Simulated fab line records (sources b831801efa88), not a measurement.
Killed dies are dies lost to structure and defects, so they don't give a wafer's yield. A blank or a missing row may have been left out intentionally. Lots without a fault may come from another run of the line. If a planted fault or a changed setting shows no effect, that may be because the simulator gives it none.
Struck lot and sound lot, side by side | flow sky130 | 15 out of 708 route steps
Sound: wafers L588.1, L588.3, L588.6. The struck wafers were L599.1, L599.2, L599.4. The cause is given at the end.
For every step that has rows: the tool of each side, followed by ch and its chambers, followed by its first start. Under that, the readings that differ: sound wafers | struck wafers | difference of the means | sigmas: that difference in standard deviations of wafers without a fault.
alike: same words and numbers on both sides, and readings whose means sit less than 2 such deviations apart. not compared: any withheld reading, any reading some wafer has no value for, any bound like >300 that may hide the same value, and any number with overlapping values for which the record gives no deviation.
Wherever a step has rows on one side only, a row that says differs or no value, or a row with sigmas, the two part there. Numbers that have no deviation but don't overlap get no sigmas and don't part them. A reading that every wafer of one side lacks parts them only if that side has two wafers or more.

first, 7 steps without rows for these wafers: SKY_SONOS_ONO_DEHYDRATE_06 (time 60 s); SKY_SONOS_ONO_HMDS_07 (prime time 60 s); SKY_SONOS_ONO_COAT_08 (resist thk 1140 nm); SKY_SONOS_ONO_SOFTBAKE_09 (time 60 s); SKY_SONOS_ONO_EXPOSE_10 (exposes mask ONOM, target cd 410 nm); SKY_SONOS_ONO_PEB_11; SKY_SONOS_ONO_DEVELOP_12 (develop time 60 s).
SKY_SONOS_ONO_CD_MEAS_13: target cd 410 nm.
  sound on cd-sem-02 at day 13 17:50; struck on cd-sem-01 at day 17 09:02
  reading    | sound             | struck            | difference | sigmas
  cd-nm (nm) | 406.3 405.9 407.8 | 411.9 411.3 411.1 | +4.8       | +2
SKY_SONOS_ONO_OVL_MEAS_14:
  sound on overlay-01 at day 13 17:58; struck on overlay-02 at day 17 09:10
  alike: SONOS_ONO_OVL
SKY_SONOS_ONO_ETCH_15: etches the open film in CHF3/O2, target depth 19.52 nm, time 7.8 s.
  sound on rie-diel-02 ch 0,1,2, day 13 17:59; struck on rie-diel-04 ch 0,2,3, day 17 09:11
  alike: O2_flow_sccm, bias-w, drypump-motor-current-A, oes-product-au, throttle-valve-pct
  not compared: rf-hours-counter-h
then, 1 step without rows for these wafers: SKY_SONOS_ONO_WET_ETCH_16 (etches SiO2 in dHF, target depth 14 nm, time 280 s).
SKY_SONOS_ONO_STRIP_17: strips in O2/N2.
  sound on plasma-asher-02 ch 1, day 13 18:06; struck on plasma-asher-01 ch 0,1, day 17 09:24
  reading                      | sound             | struck            | difference | sigmas
  strip-time-to-endpoint-s (s) | 14.15 14.14 14.13 | 14.05 14.10 14.05 | -0.07      | -2
  alike: drypump-motor-current-A, oes-product-au
  not compared: rf-hours-counter-h
SKY_SONOS_ONO_WET_ETCH_18: etches Si3N4 in H3PO4, target depth 15 nm, time 172 s.
  sound on wet-bench-02 ch 2, day 13 18:12; struck on wet-bench-04 ch 1, day 17 09:30
  no value came back on the struck wafers for bath-guard-temp-C (C), bath-heat-duty-pct (%); on the sound wafers bath-guard-temp-C (C) reads 159.0 159.5 159.4
then, 1 step without rows for these wafers: SKY_GATE_OXIDE_CLEAN_00 (cleans in SC1/SC2, time 150 s).
-- the record jumps here: 32 days lie between the struck wafers' starts before and after (it left off in module GATE_OXIDE and takes up again in module PAD_OPEN, whose first step shown is number 708 of the route) --
SKY_PAD_OPEN_PROBE_99:
  sound on prober-02 at day 46 16:17; struck on prober-01 at day 49 04:58
  alike: killed_at_M0_to_M3, killed_at_M4_up, killed-at-contacts, killed-at-front-end, killed-at-other, killed-dies, killed-open, killed-short

## WHERE THEY PART
Last at SKY_SONOS_ONO_WET_ETCH_18 as far as this record goes, first at SKY_SONOS_ONO_CD_MEAS_13. Later steps at which nothing parts them and some readings are alike: SKY_PAD_OPEN_PROBE_99.

WHY: what the simulator had put in
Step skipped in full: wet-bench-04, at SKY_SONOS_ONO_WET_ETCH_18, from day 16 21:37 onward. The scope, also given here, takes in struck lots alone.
